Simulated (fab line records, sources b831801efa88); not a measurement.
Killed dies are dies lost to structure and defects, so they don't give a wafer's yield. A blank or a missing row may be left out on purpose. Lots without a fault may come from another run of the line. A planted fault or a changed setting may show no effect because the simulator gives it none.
Which tool did it? | flow sky130 | 24 lots, 72 wafers sampled, at 4 steps of a route of 708

WHAT THE GAUGES READ, wafer by wafer
SKY_VIA1_THK_MEAS_01.
lot  | measured     | on            | VIA1_HDPCVD_THK (nm)
L074 | day 33 15:56 | film_metro-03 | 1037 1032 1030
L075 | day 34 03:01 | film_metro-01 | 1032 1030 1034
L076 | day 34 06:27 | film_metro-03 | 1019 1038 1037
L077 | day 34 19:47 | film_metro-01 | 1018 1018 1023
L078 | day 35 04:31 | film_metro-03 | 1031 1038 1022
L079 | day 35 04:46 | film_metro-01 | 1030 1029 1026
L080 | day 35 11:36 | film_metro-04 | 1029 1029 1027
L081 | day 36 03:44 | film_metro-01 | 1022 1012 1026
L082 | day 36 09:16 | film_metro-03 | 1028 1020 1014
L083 | day 36 18:04 | film_metro-03 | 1032 1029 1018
L084 | day 36 22:37 | film_metro-01 | 1025 1023 1030
L085 | day 37 08:25 | film_metro-01 | 1027 1025 1038
L086 | day 37 09:37 | film_metro-03 | 1020 1017 1025
L087 | day 37 18:52 | film_metro-03 | 1020 1027 1024
L088 | day 38 06:58 | film_metro-01 | 1047 1050 1032
L089 | day 38 12:50 | film_metro-01 | 1016 1013 1012
L090 | day 39 03:22 | film_metro-01 | 1032 1031 1037
L091 | day 39 05:53 | film_metro-04 | 1026 1021 1020
L092 | day 39 07:13 | film_metro-03 | 1019 1017 1021
L093 | day 39 12:56 | film_metro-04 | 1025 1037 1040
L094 | day 39 22:09 | film_metro-04 | 1028 1026 1022
L095 | day 40 07:03 | film_metro-03 | 1029 1043 1033
L096 | day 40 08:35 | film_metro-04 | 1029 1020 1028
L097 | day 40 12:04 | film_metro-04 | 1023 1035 1031

SKY_VIA1_OVL_MEAS_13.
lot  | measured     | on         | VIA1_OVL (nm)
L074 | day 34 20:01 | overlay-01 | 4 10 8
L075 | day 35 06:29 | overlay-01 | 2 3 2
L076 | day 35 09:58 | overlay-02 | 3 2 2
L077 | day 35 23:20 | overlay-01 | 2 1 3
L078 | day 36 07:31 | overlay-01 | 6 4 4
L079 | day 36 08:29 | overlay-02 | -8 -11 -3
L080 | day 36 15:03 | overlay-01 | -5 -1 -7
L081 | day 37 06:45 | overlay-01 | 0 1 -2
L082 | day 37 11:52 | overlay-02 | 1 0 -2
L083 | day 37 21:08 | overlay-02 | 8 3 0
L084 | day 38 01:49 | overlay-02 | 3 -5 0
L085 | day 38 11:34 | overlay-02 | 3 7 12
L086 | day 38 13:11 | overlay-02 | 7 -2 4
L087 | day 38 20:31 | overlay-01 | -11 -5 -9
L088 | day 39 09:26 | overlay-01 | 2 6 -6
L089 | day 39 14:50 | overlay-02 | -1 -1 9
L090 | day 40 04:52 | overlay-02 | 4 0 -6
L091 | day 40 08:17 | overlay-02 | 0 -10 -8
L092 | day 40 08:39 | overlay-01 | 1 1 -4
L093 | day 40 14:35 | overlay-02 | 7 5 1
L094 | day 40 23:17 | overlay-01 | 0 4 5
L095 | day 41 08:05 | overlay-02 | 0 -6 -7
L096 | day 41 09:47 | overlay-02 | 1 1 -4
L097 | day 41 12:56 | overlay-01 | -4 -12 -7

SKY_VIA3_CD_MEAS_12: target cd 200 nm.
lot  | measured     | on        | cd_nm (nm)
L074 | day 40 15:43 | cd_sem-02 | 202.7 202.7 201.5
L075 | day 41 02:19 | cd_sem-02 | 199.5 198.7 199.7
L076 | day 41 01:37 | cd_sem-02 | 200.1 199.0 200.0
L077 | day 41 15:51 | cd_sem-02 | 198.4 198.0 198.3
L078 | day 41 21:51 | cd_sem-01 | 196.6 198.2 196.9
L079 | day 42 00:44 | cd_sem-01 | 200.1 202.2 200.6
L080 | day 42 04:58 | cd_sem-02 | 198.1 197.4 198.0
L081 | day 42 19:44 | cd_sem-01 | 200.8 200.9 200.9
L082 | day 43 00:34 | cd_sem-01 | 197.1 199.0 197.3
L083 | day 43 07:20 | cd_sem-01 | 201.3 199.4 201.8
L084 | day 43 14:26 | cd_sem-02 | 198.7 200.2 199.7
L085 | day 43 20:52 | cd_sem-02 | 199.8 198.4 199.9
L086 | day 43 21:14 | cd_sem-01 | 201.8 201.6 201.8
L087 | day 44 07:34 | cd_sem-01 | 202.8 202.9 203.2
L088 | day 44 17:01 | cd_sem-01 | 200.6 199.9 198.9
L089 | day 44 21:55 | cd_sem-02 | 199.9 199.3 201.0
L090 | day 45 08:35 | cd_sem-02 | 197.1 197.5 198.1
L091 | day 45 14:37 | cd_sem-01 | 199.0 199.7 199.2
L092 | day 45 15:58 | cd_sem-01 | 199.2 198.9 200.4
L093 | day 45 19:01 | cd_sem-02 | 200.3 198.8 199.5
L094 | day 46 02:01 | cd_sem-01 | 202.1 202.1 201.7
L095 | day 46 10:49 | cd_sem-01 | 199.3 198.6 198.5
L096 | day 46 11:25 | cd_sem-01 | 201.1 201.8 201.5
L097 | day 46 15:35 | cd_sem-02 | 200.1 198.9 201.9

WHICH TOOL RAN EACH LOT (tool, then ch and the chambers of the sampled wafers, then the start)
lot  | SKY_VIA1_CMP_24
L074 | cmp-02 ch 1,3, day 34 21:07
L075 | cmp-02 ch 0,1,2, day 35 07:38
L076 | cmp-01 ch 0,2,3, day 35 11:06
L077 | cmp-02 ch 1,3, day 36 00:23
L078 | cmp-01 ch 0,1, day 36 08:37
L079 | cmp-01 ch 1,2, day 36 09:31
L080 | cmp-01 ch 0,2,3, day 36 16:11
L081 | cmp-02 ch 1,2, day 37 07:47
L082 | cmp-01 ch 0,1,3, day 37 12:58
L083 | cmp-01 ch 0,1,3, day 37 22:11
L084 | cmp-02 ch 0,2,3, day 38 03:22
L085 | cmp-02 ch 1,2,3, day 38 12:43
L086 | cmp-02 ch 0,2, day 38 14:24
L087 | cmp-02 ch 1,2,3, day 38 21:37
L088 | cmp-01 ch 0,2,3, day 39 10:37
L089 | cmp-01 ch 2,3, day 39 15:56
L090 | cmp-01 ch 0,2,3, day 40 05:56
L091 | cmp-02 ch 1,2,3, day 40 09:25
L092 | cmp-02 ch 1,3, day 40 09:47
L093 | cmp-02 ch 0,3, day 40 15:45
L094 | cmp-02 ch 0,2,3, day 41 00:20
L095 | cmp-02 ch 0,1,3, day 41 09:11
L096 | cmp-02 ch 0,3, day 41 10:53
L097 | cmp-02 ch 1,2,3, day 41 14:07
- SKY_VIA1_CMP_24: polishes, stops on SiO2, t overpolish 15 s, target thk 0 nm.

WHAT THE TOOLS THEMSELVES READ (means of the sampled wafers that have a number; where no wafer has one, the mark that the record gives instead)
SKY_VIA1_CMP_24.
lot  | tool   | motor_current_A (A) | overpolish_run_s (s) | slurry_filter_dp_kPa (kPa) | time_to_endpoint_s (s)
L074 | cmp-02 | 11.8                | 15.001               | 13.57                      | 67.5
L075 | cmp-02 | 10.5                | 15.004               | 13.63                      | 65.7
L076 | cmp-01 | 11.1                | 14.999               | 13.48                      | 60.6
L077 | cmp-02 | 12.1                | 14.997               | 13.53                      | 61.0
L078 | cmp-01 | 10.8                | 14.999               | 13.50                      | 62.4
L079 | cmp-01 | 11.2                | 14.999               | 13.52                      | 64.4
L080 | cmp-01 | 11.3                | 14.996               | 13.45                      | 64.5
L081 | cmp-02 | 11.4                | 14.991               | 13.49                      | 67.1
L082 | cmp-01 | 11.0                | 14.999               | 13.46                      | 67.5
L083 | cmp-01 | 11.0                | 15.003               | 13.61                      | 67.6
L084 | cmp-02 | 10.8                | 14.997               | 13.57                      | 63.0
L085 | cmp-02 | 11.9                | 14.999               | 13.43                      | 65.6
L086 | cmp-02 | 9.7                 | 15.001               | 13.54                      | 63.4
L087 | cmp-02 | 11.8                | 14.997               | 13.49                      | 66.5
L088 | cmp-01 | 11.2                | 14.995               | 13.45                      | 67.3
L089 | cmp-01 | 11.3                | 14.989               | 13.64                      | 69.5
L090 | cmp-01 | 11.3                | 14.993               | 13.59                      | 64.9
L091 | cmp-02 | 12.2                | 15.004               | 13.40                      | 64.3
L092 | cmp-02 | 13.1                | 15.001               | 13.59                      | 64.7
L093 | cmp-02 | 11.7                | 14.995               | 13.50                      | 64.3
L094 | cmp-02 | 10.9                | 14.995               | 13.45                      | 64.6
L095 | cmp-02 | 11.3                | 15.000               | 13.52                      | 67.1
L096 | cmp-02 | 10.0                | 15.004               | 13.47                      | 65.4
L097 | cmp-02 | 12.2                | 14.992               | 13.52                      | 66.7

THE ANSWER, worked out from the rows above alone
Rule: what is usual is taken from the lots themselves. Put in order of their means at a reading, lots are off if they are a third of the lots or fewer, leave a main group of 4 or more, and stand apart from it by a gap of 3 or more times the standard deviation of the main group's means; of several such gaps the widest counts. A main group whose means are all the same, to the digits that the tables above print for the reading, isn't used. A lot without any number at a reading at which 4 lots or more have one is off too. The other lots that the step has rows for count as sound. The gauges are gone through in route order, then the tools' own readings, and for those a lot's mean is taken as printed above. The first step at which some lot is off is used, and at that step the reading that is off furthest; a lot without a number counts as furthest.
No lot is off at any reading shown: from this, nothing can be told.

WHAT THE SIMULATOR HAD PUT IN
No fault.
